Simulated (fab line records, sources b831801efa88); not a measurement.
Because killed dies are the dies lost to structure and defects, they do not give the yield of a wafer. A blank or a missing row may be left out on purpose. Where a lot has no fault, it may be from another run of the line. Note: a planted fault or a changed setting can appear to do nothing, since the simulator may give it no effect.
Which tool did it? -- flow sky130 -- 12 lots, 34 wafers sampled, at 6 steps of a route of 708

WHAT THE GAUGES SHOWED, per wafer
SKY_FIELD_ISO_CD_MEAS_13: the cd target is 150 nm. Usual: cdNm at 149.6 nm, with a standard deviation of 1.7.
lot,measured,on,cdNm (nm),flag
L692,day 2 14:45,cdSem-01,150.1 152.5 151.6,
L693,day 2 21:28,cdSem-02,150.2 149.6 149.7,
L694,day 3 06:12,cdSem-02,150.0 148.3 149.7,
L698,day 3 20:52,cdSem-01,150.6 150.0 150.7,
L699,day 4 02:28,cdSem-02,151.5 152.9 152.0,
L701,day 4 13:23,cdSem-02,146.6 146.5 146.3,
L702,day 4 18:14,cdSem-02,150.2 150.6 151.3,
L706,day 5 17:39,cdSem-02,151.3 148.4 148.2,
L707,day 5 20:43,cdSem-02,149.7 149.7 149.0,
L708,day 6 03:36,cdSem-01,151.6,
L712,day 6 22:47,cdSem-01,148.3 147.8 148.6,
L713,day 7 03:22,cdSem-02,150.6 150.2 150.7,

SKY_FIELD_ISO_THK_MEAS_25. Usual: FIELD_ISO_CVD_24_THK typically reads 595 nm, with standard deviation 6.1.
lot,measured,on,FIELD_ISO_CVD_24_THK (nm),flag
L692,day 2 18:26,filmMetro-03,602 603 598,
L693,day 2 23:56,filmMetro-02,593 603 599,
L694,day 3 08:10,filmMetro-02,585 584 594,
L698,day 3 22:58,filmMetro-02,600 611 601,
L699,day 4 05:30,filmMetro-04,592 593 588,
L701,day 4 15:28,filmMetro-02,577 585 591,
L702,day 4 21:26,filmMetro-04,594 589 595,
L706,day 5 19:37,filmMetro-04,456 461 588 456 461 589,OFF
L707,day 5 22:41,filmMetro-03,586 590 597,
L708,day 6 05:34,filmMetro-02,468 468,OFF
L712,day 7 00:45,filmMetro-04,599 603 604,
L713,day 7 05:30,filmMetro-04,604 598 599,

SKY_NWELL_THK_MEAS_02. Usual: NWELL_OXIDATION_THK typically reads 9.96 nm, with standard deviation 0.22.
lot,measured,on,NWELL_OXIDATION_THK (nm),flag
L692,day 3 01:00,filmMetro-04,10.04 10.14 10.04,
L693,day 3 05:02,filmMetro-02,10.04 9.96 10.07,
L694,day 3 13:38,filmMetro-04,10.20 10.39 10.24,
L698,day 4 03:29,filmMetro-02,10.30 9.99 9.89,
L699,day 4 12:04,filmMetro-01,9.93 9.90 9.83,
L701,day 4 20:41,filmMetro-01,9.66 9.69 9.87,
L702,day 5 02:02,filmMetro-02,9.80 9.88 9.74,
L706,day 6 03:48,filmMetro-04,10.22 10.23 10.12,
L707,day 6 03:49,filmMetro-02,10.07 9.93 10.04,
L708,day 6 13:10,filmMetro-02,9.90,
L712,day 7 05:05,filmMetro-01,10.39 10.17 10.28,
L713,day 7 09:52,filmMetro-04,9.71 9.68 9.85,

SKY_DNWELL_TW_MEAS_09. Usual: DNWELL_TW typically reads 1105, with standard deviation 11.
lot,measured,on,DNWELL_TW,flag
L692,day 3 17:18,filmMetro-04,1087 1084 1087,
L693,day 3 20:25,filmMetro-04,1090 1095 1095,
L694,day 4 06:22,filmMetro-02,1113 1116 1117,
L698,day 4 20:45,filmMetro-04,1113 1116 1113,
L699,day 5 04:33,filmMetro-01,1093 1095 1094,
L701,day 5 14:11,filmMetro-01,1090 1101 1093,
L702,day 5 20:56,filmMetro-04,1099 1102 1101,
L706,day 6 18:33,filmMetro-01,1104 1098 1100,
L707,day 6 22:37,filmMetro-04,1108 1110 1112,
L708,day 7 05:30,filmMetro-01,1101,
L712,day 8 01:04,filmMetro-02,1118 1115 1116,
L713,day 8 06:23,filmMetro-01,1093 1096 1099,

WHICH TOOL RAN EACH LOT (tool, then ch and the chambers of the sampled wafers, then the start)
lot,SKY_FIELD_ISO_CVD_24,SKY_FIELD_ISO_CMP_27
L692,"hdpcvd-01 ch 0,2, day 2 18:22","cmp-02 ch 0,1,3, day 2 22:23"
L693,"hdpcvd-02 ch 0,1, day 2 23:52","cmp-01 ch 0,1,2, day 3 02:33"
L694,"hdpcvd-01 ch 1,2, day 3 08:06","cmp-01 ch 0,1,3, day 3 10:46"
L698,"hdpcvd-01 ch 0,1, day 3 22:54","cmp-01 ch 0,2,3, day 4 01:14"
L699,"hdpcvd-01 ch 0,1,2, day 4 05:25","cmp-02 ch 0,1,2, day 4 08:31"
L701,"hdpcvd-02 ch 0,1, day 4 15:22","cmp-01 ch 1,2,3, day 4 18:04"
L702,"hdpcvd-02 ch 0,2, day 4 21:22","cmp-02 ch 1,3, day 4 22:59"
L706,"hdpcvd-01 ch 0,1, day 5 19:32","cmp-01 ch 0,1,2, day 6 00:59"
L707,"hdpcvd-02 ch 0,1,2, day 5 22:36","cmp-01 ch 0,1,2, day 6 00:33"
L708,"hdpcvd-01 ch 0, day 6 05:29","cmp-02 ch 0, day 6 10:17"
L712,"hdpcvd-02 ch 0,1,2, day 7 00:40","cmp-02 ch 0,2,3, day 7 02:47"
L713,"hdpcvd-02 ch 1,2, day 7 05:25","cmp-02 ch 1,2,3, day 7 07:03"
- SKY_FIELD_ISO_CVD_24: deposits SiO2, target thk 595 nm, time 99.2 s.
- SKY_FIELD_ISO_CMP_27: polishes, stops on Si3N4, t overpolish 16 s, target thk 457.8 nm.

AS READ BY THE TOOLS THEMSELVES (means over the sampled wafers that have a number; for cases with no such wafer, the mark the record gives instead)
SKY_FIELD_ISO_CVD_24. Usual: pressureMtorr 6.001 mTorr, standard deviation 0.013; sih4FlowSccm 59.99 sccm, standard deviation 0.18; susceptorTempC 650.0 C, standard deviation 0.31.
lot,tool,pressureMtorr (mTorr),sih4FlowSccm (sccm),susceptorTempC (C),flag
L692,hdpcvd-01,6.008,59.97,649.9,
L693,hdpcvd-02,6.002,60.07,649.7,
L694,hdpcvd-01,6.013,60.06,649.9,
L698,hdpcvd-01,6.000,59.88,650.0,
L699,hdpcvd-01,6.003,59.89,649.8,
L701,hdpcvd-02,6.004,59.97,650.2,
L702,hdpcvd-02,6.015,59.98,650.0,
L706,hdpcvd-01,5.989,59.77,650.2,
L707,hdpcvd-02,6.009,59.88,650.2,
L708,hdpcvd-01,5.987,60.19,650.4,
L712,hdpcvd-02,6.000,60.00,650.0,
L713,hdpcvd-02,6.003,60.03,649.9,

SKY_FIELD_ISO_CMP_27. Usual: motorCurrentA 12.2 A, standard deviation 1.3; slurryFlowMlMin 150.0, standard deviation 0.42; timeToEndpointS 115 s, standard deviation 3.9.
lot,tool,motorCurrentA (A),slurryFlowMlMin,timeToEndpointS (s),flag
L692,cmp-02,13.3,150.1,119,
L693,cmp-01,11.7,150.2,116,
L694,cmp-01,12.2,150.1,113,
L698,cmp-01,11.9,149.7,119,
L699,cmp-02,13.7,150.0,112,
L701,cmp-01,11.8,149.9,119,
L702,cmp-02,12.7,150.2,108,
L706,cmp-01,11.3,149.9,96,OFF
L707,cmp-01,11.7,150.3,114,
L708,cmp-02,13.2,150.2,89,OFF
L712,cmp-02,12.4,150.3,118,
L713,cmp-02,13.2,149.5,115,

THE ANSWER, worked out from the rows above alone
Rule: a lot is off if the mean of its wafers that have a number lies more than 3 standard deviations from the usual mean. A lot without any number at a reading at which 4 lots or more have one is off too. All remaining lots with rows at the step are treated as sound. The gauges are gone through in route order, then the tools' own readings, and for those a lot's mean is taken as printed above. At the first step where some lot is off, the reading lying furthest off is the one used; lots without a number count as furthest.
Off: at SKY_FIELD_ISO_THK_MEAS_25 (FIELD_ISO_CVD_24_THK), L706, L708.
If a tool, at a process step before that reading, ran all the lots that are off and no sound lot after the first of them, it fits. The gauges at SKY_FIELD_ISO_THK_MEAS_25 aren't tried: what is off there is off at SKY_FIELD_ISO_CMP_27 too, on other tools, and a gauge's error can't cause that. One fits: hdpcvd-01 at SKY_FIELD_ISO_CVD_24. Its last sound lot is L699 (day 4 05:25), its first lot that is off L706 (day 5 19:32): a fault that began between those two fits.

WHAT WAS PUT IN BY THE SIMULATOR
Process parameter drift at SKY_FIELD_ISO_CVD_24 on hdpcvd-01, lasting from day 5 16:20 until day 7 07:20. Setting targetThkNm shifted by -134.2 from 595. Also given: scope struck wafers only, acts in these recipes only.
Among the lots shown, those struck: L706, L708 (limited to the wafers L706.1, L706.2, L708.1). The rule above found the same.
